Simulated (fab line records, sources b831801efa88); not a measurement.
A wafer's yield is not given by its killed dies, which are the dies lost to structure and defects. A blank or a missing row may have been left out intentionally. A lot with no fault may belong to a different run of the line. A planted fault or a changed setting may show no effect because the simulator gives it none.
Which tool is to blame?	flow sky130	9 lots, 27 wafers sampled, at 6 steps of a route of 708

WHAT THE GAUGES SHOWED, per wafer
SKY_VIA3_BOW_MEAS_03. Usual: VIA3_BOW 80 um, standard deviation 7.9.
lot	measured	on	VIA3_BOW (um)	flag
L349	day 38 06:34	film metro-02	82 69 69	
L351	day 39 19:38	film metro-02	69 69 82	
L353	day 41 03:39	film metro-01	84 103 89	
L357	day 41 19:38	film metro-01	83 81 82	
L358	day 41 19:51	film metro-03	85 85 74	
L361	day 42 18:36	film metro-03	88 74 82	
L360	day 42 22:55	film metro-03	76 84 91	
L368	day 44 13:55	film metro-03	88 76 78	
L370	day 44 23:32	film metro-01	70 81 60	

SKY_VIA3_CD_MEAS_12 targets a cd of 200 nm. Usual: cd nm 200.0 nm, standard deviation 1.4.
lot	measured	on	cd nm (nm)	flag
L349	day 39 07:59	cd sem-02	200.5 199.9 199.7	
L351	day 40 19:37	cd sem-02	200.6 201.6 199.1	
L353	day 42 04:50	cd sem-02	200.9 199.4 198.7	
L357	day 42 18:04	cd sem-02	201.7 201.6 199.3	
L358	day 42 18:56	cd sem-01	199.3 199.9 199.8	
L361	day 43 16:58	cd sem-02	199.6 200.3 199.8	
L360	day 43 20:58	cd sem-01	197.9 198.1 198.2	
L368	day 45 09:15	cd sem-02	200.6 200.6 200.4	
L370	day 45 19:46	cd sem-02	198.4 199.3 199.3	

SKY_CAP2M_RS_MEAS_03: the measuring method here is four-point-probe. Usual: CAP2M_TIN_RS 6.89 ohm/sq, standard deviation 0.082.
lot	measured	on	CAP2M_TIN_RS (ohm/sq)	flag
L349	day 39 09:57	film metro-01	6.95 6.78 6.88	
L351	day 40 21:29	film metro-01	6.79 6.77 6.76	
L353	day 42 07:05	film metro-01	7.05 7.02 6.97	
L357	day 42 20:21	film metro-01	6.81 6.84 6.84	
L358	day 42 20:52	film metro-01	7.74 7.63 7.64	OFF
L361	day 43 18:50	film metro-01	7.69 7.65 7.63	OFF
L360	day 43 22:49	film metro-02	6.80 6.74 6.83	
L368	day 45 11:07	film metro-02	6.91 6.87 6.76	
L370	day 45 21:49	film metro-02	6.86 6.74 6.76	

SKY_CAP2M_THK_MEAS_04: measures by xrf. Usual: CAP2M_TIN_THK 199.5 nm, standard deviation 2.3.
lot	measured	on	CAP2M_TIN_THK (nm)	flag
L349	day 39 10:04	film metro-01	197.7 202.4 200.0	
L351	day 40 21:35	film metro-01	203.1 204.3 204.3	
L353	day 42 07:13	film metro-01	195.3 197.9 197.9	
L357	day 42 20:28	film metro-01	202.3 201.7 200.3	
L358	day 42 20:59	film metro-01	178.8 181.5 181.8	OFF
L361	day 43 18:57	film metro-01	179.4 181.0 180.5	OFF
L360	day 43 22:56	film metro-02	201.6 202.9 200.7	
L368	day 45 11:14	film metro-02	197.6 197.9 200.9	
L370	day 45 21:56	film metro-02	199.6 201.8 202.3	

TOOL THAT RAN EACH LOT (tool first, then ch and the chambers of the sampled wafers, then the start)
lot	SKY_METAL3_STRIP_19	SKY_CAP2M_SPUTTER_02
L349	plasma asher-01 ch 1, day 38 05:25	pvd sputter-01, day 39 09:49
L351	plasma asher-04 ch 0,1, day 39 18:18	pvd sputter-02, day 40 21:22
L353	plasma asher-02 ch 1, day 41 02:25	pvd sputter-02, day 42 06:56
L357	plasma asher-02 ch 0,1, day 41 18:31	pvd sputter-02, day 42 20:14
L358	plasma asher-04 ch 0,1, day 41 18:44	pvd sputter-02, day 42 20:45
L361	plasma asher-02 ch 0,1, day 42 16:59	pvd sputter-02, day 43 18:43
L360	plasma asher-04 ch 0,1, day 42 21:44	pvd sputter-04, day 43 22:43
L368	plasma asher-02 ch 0,1, day 44 10:46	pvd sputter-01, day 45 11:00
L370	plasma asher-04 ch 0, day 44 18:04	pvd sputter-04, day 45 21:41
- SKY_METAL3_STRIP_19: strips in O2/N2.
- SKY_CAP2M_SPUTTER_02: material TiN, target thk 200 nm, time 166.7 s.

WHAT THE TOOLS THEMSELVES READ (means of the sampled wafers that have a number; where no wafer has one, the mark that the record gives instead)
SKY_METAL3_STRIP_19. Usual: drypump motor current A 5.5 A, standard deviation 0.48; oes product au 0.501 a.u., standard deviation 0.0061; strip time to endpoint s 6.49 s, standard deviation 0.086.
lot	tool	drypump motor current A (A)	oes product au (a.u.)	strip time to endpoint s (s)	flag
L349	plasma asher-01	5.5	0.501	6.50	
L351	plasma asher-04	5.8	0.503	6.50	
L353	plasma asher-02	4.8	0.501	6.52	
L357	plasma asher-02	5.7	0.504	6.59	
L358	plasma asher-04	5.8	0.495	6.39	
L361	plasma asher-02	5.2	0.506	6.58	
L360	plasma asher-04	5.8	0.505	6.57	
L368	plasma asher-02	5.7	0.502	6.49	
L370	plasma asher-04	5.8	0.504	6.62	

SKY_CAP2M_SPUTTER_02. Usual: cathode dc power W 6500.0 W, standard deviation 1.2; throttle valve pct 29.9 %, standard deviation 0.9.
lot	tool	cathode dc power W (W)	throttle valve pct (%)	flag
L349	pvd sputter-01	6501.5	29.8	
L351	pvd sputter-02	6500.4	30.2	
L353	pvd sputter-02	6499.6	29.8	
L357	pvd sputter-02	6499.3	30.2	
L358	pvd sputter-02	5915.3	29.9	OFF
L361	pvd sputter-02	5915.5	29.9	OFF
L360	pvd sputter-04	6499.3	30.4	
L368	pvd sputter-01	6499.5	29.1	
L370	pvd sputter-04	6500.0	30.4	

THE ANSWER, worked out from the rows above alone
Rule: lot off if the mean of its wafers having a number is beyond 3 standard deviations from the usual mean. Also off: a lot with no number at a reading for which 4 or more lots have one. All remaining lots with rows at the step are treated as sound. Order of review: gauges by route order, followed by the tools' own readings, for which a lot's mean as printed above is used. The first step at which some lot is off is used, and at that step the reading that is off furthest; a lot without a number counts as furthest.
Off: L358, L361, at SKY_CAP2M_RS_MEAS_03 (CAP2M_TIN_RS).
If a tool, at a process step before that reading, ran all the lots that are off and no sound lot after the first of them, it fits. The gauges at SKY_CAP2M_RS_MEAS_03 aren't tried: what is off there is off at SKY_CAP2M_SPUTTER_02 too, on other tools, and a gauge's error can't cause that. One fits: SKY_CAP2M_SPUTTER_02 on pvd sputter-02. A fault onset in the window from L357 (day 42 20:14, its last sound lot) to L358 (day 42 20:45, its first lot off) fits.
The tool's own readings at SKY_CAP2M_SPUTTER_02 bear it out: on the lots that are off they differ by more than 5 times the standard deviation of the sound lots' means. cathode dc power W reads 5915.4 W there against 6499.9 W on the sound lots.

WHAT THE SIMULATOR HAD INSERTED
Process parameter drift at SKY_CAP2M_SPUTTER_02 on pvd sputter-02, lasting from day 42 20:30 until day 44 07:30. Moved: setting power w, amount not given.
Struck lots among those shown: L358, L361. The rule given above showed the same thing.
